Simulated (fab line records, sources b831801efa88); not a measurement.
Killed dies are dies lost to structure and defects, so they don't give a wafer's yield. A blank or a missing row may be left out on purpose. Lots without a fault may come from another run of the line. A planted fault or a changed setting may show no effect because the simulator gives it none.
One fault seen from 2 desks | flow sky130 | each desk has only its own numbers; what lay behind them comes last

THE METROLOGY DESK
What the gauges read, lot by lot, whatever tool the lot ran on: means of the sampled wafers that have a number. A lot is out of limits, marked OUT, if its mean lies more than 4 standard deviations from the usual mean; the brackets give that distance.
Columns: A = SONOS_ONO_CVD_02_THK at SKY_SONOS_ONO_THK_MEAS_03, usual 10.55 nm; B = CONTACT_HDPCVD_THK at SKY_CONTACT_THK_MEAS_03, usual 564 nm
lot  | first seen here | A               | B
L168 | day 11 09:50    | 10.53           | 555
L169 | day 12 01:27    | 10.52           | 579
L170 | day 12 05:59    | 10.37           | 573
L171 | day 12 08:25    | 10.55           | 567
L174 | day 13 17:19    | 10.55           | 560
L176 | day 14 05:40    | 10.68           | 573
L177 | day 14 08:44    | 10.75           | 566
L178 | day 14 18:38    | 10.46           | 563
L179 | day 15 04:08    | 10.63           | 573
L180 | day 15 09:59    | 10.52           | 559
L182 | day 15 23:33    | 14.09 (+29) OUT | 559
L191 | day 19 19:16    | 10.70           | 566
This desk's finding: out of limits on L182; first on L182, day 15 23:33 (SONOS_ONO_CVD_02_THK at SKY_SONOS_ONO_THK_MEAS_03). In limits: L168, L169, L170, L171, L174, L176, L177, L178, L179, L180, L191.

THE TOOL OWNER'S DESK: lpcvd-02
The tool's own readings at SKY_SONOS_ONO_CVD_02 (deposits Si3N4 from DCS/NH3, target thk 10.5 nm, time 180 s): means of the sampled wafers that have a number, for each lot that ran on this tool. A lot is out of limits, marked OUT, if its mean lies more than 4 standard deviations from the usual mean; the brackets give that distance.
Columns: A = spike_tc_bottom_C at SKY_SONOS_ONO_CVD_02, usual 789.2 C
lot  | first seen here | A
L168 | day 11 08:46    | 787.9
L169 | day 12 00:23    | 790.9
L170 | day 12 04:56    | 789.5
L171 | day 12 07:21    | 789.8
L174 | day 13 15:43    | 790.6
L176 | day 14 04:35    | 790.9
L177 | day 14 07:41    | 790.6
L178 | day 14 17:34    | 787.5
L179 | day 15 03:05    | 787.9
L180 | day 15 08:55    | 786.2
L182 | day 15 22:29    | 788.0
L191 | day 19 18:13    | 789.1
This desk's finding: nothing out of limits on any of the 12 lots.

PUT TOGETHER
The metrology desk could have raised an alarm at day 15 23:33, on L182.
The tool owner's desk saw nothing out of limits.
The tool owner's desk has L182 on record, within its limits.
Of the lots named, all ran SKY_SONOS_ONO_CVD_02 on lpcvd-02.

WHAT THE SIMULATOR HAD PUT IN
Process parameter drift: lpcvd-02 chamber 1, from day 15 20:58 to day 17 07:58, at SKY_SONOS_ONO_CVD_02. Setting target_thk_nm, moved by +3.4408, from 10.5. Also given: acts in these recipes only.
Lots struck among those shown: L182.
Hours from the fault's start to each desk's first reading out of limits: the metrology desk, 3.
